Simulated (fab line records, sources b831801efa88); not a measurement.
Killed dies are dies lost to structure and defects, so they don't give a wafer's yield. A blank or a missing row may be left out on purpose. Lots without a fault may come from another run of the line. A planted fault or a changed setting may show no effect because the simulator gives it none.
Chamber matching | flow gf180mcu | GF_MIM_CVD_05 on pecvd-01: 3 sister chambers
The step deposits Si3N4, target thk 42 nm, time 29.086 s. 6 wafers are shown with their chamber, then 10 later ones without.

WAFERS WITH THEIR CHAMBER
wafer  | chamber | heater_power_w (W)
L084.1 | 2       | 896
L090.1 | 0       | 662
L090.2 | 2       | 768
L090.3 | 1       | 634
L090.4 | 1       | 631
L090.5 | 0       | 658

WAFERS WITHOUT THEIR CHAMBER
wafer  | heater_power_w (W)
L090.6 | 772
L093.1 | 534
L093.2 | 598
L093.3 | 865
L093.4 | 530
L093.5 | 847
L093.6 | 599
L095.2 | 868
L095.4 | 899
L095.6 | 598

WHICH CHAMBER EACH WENT THROUGH
wafer  | from the rows above          | in truth
L090.6 | can't be placed: 2 or 0 or 1 | 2
L093.1 | can't be placed: 1 or 0      | 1
L093.2 | can't be placed: 1 or 0      | 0
L093.3 | 2                            | 2
L093.4 | can't be placed: 1 or 0      | 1
L093.5 | 2                            | 2
L093.6 | can't be placed: 1 or 0      | 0
L095.2 | 2                            | 2
L095.4 | 2                            | 2
L095.6 | can't be placed: 1 or 0      | 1
Placed correctly: 4 of 10. Can't be placed from these rows: 6 (the true chamber is among the candidates in 6). Placed wrongly: 0.
How it was worked out, from the rows above alone: a wafer's distance from a chamber is the root of the sum, over the readings, of the square of ((its reading less the chamber's mean) divided by the reading's scatter). The wafer belongs to the nearest chamber; if the next one is less than 2 further off, it can't be placed. A chamber's mean is the mean of its shown wafers. The scatter: the root of (the sum of the squares of (reading less its chamber's mean) over the shown wafers, divided by (wafers less chambers)).
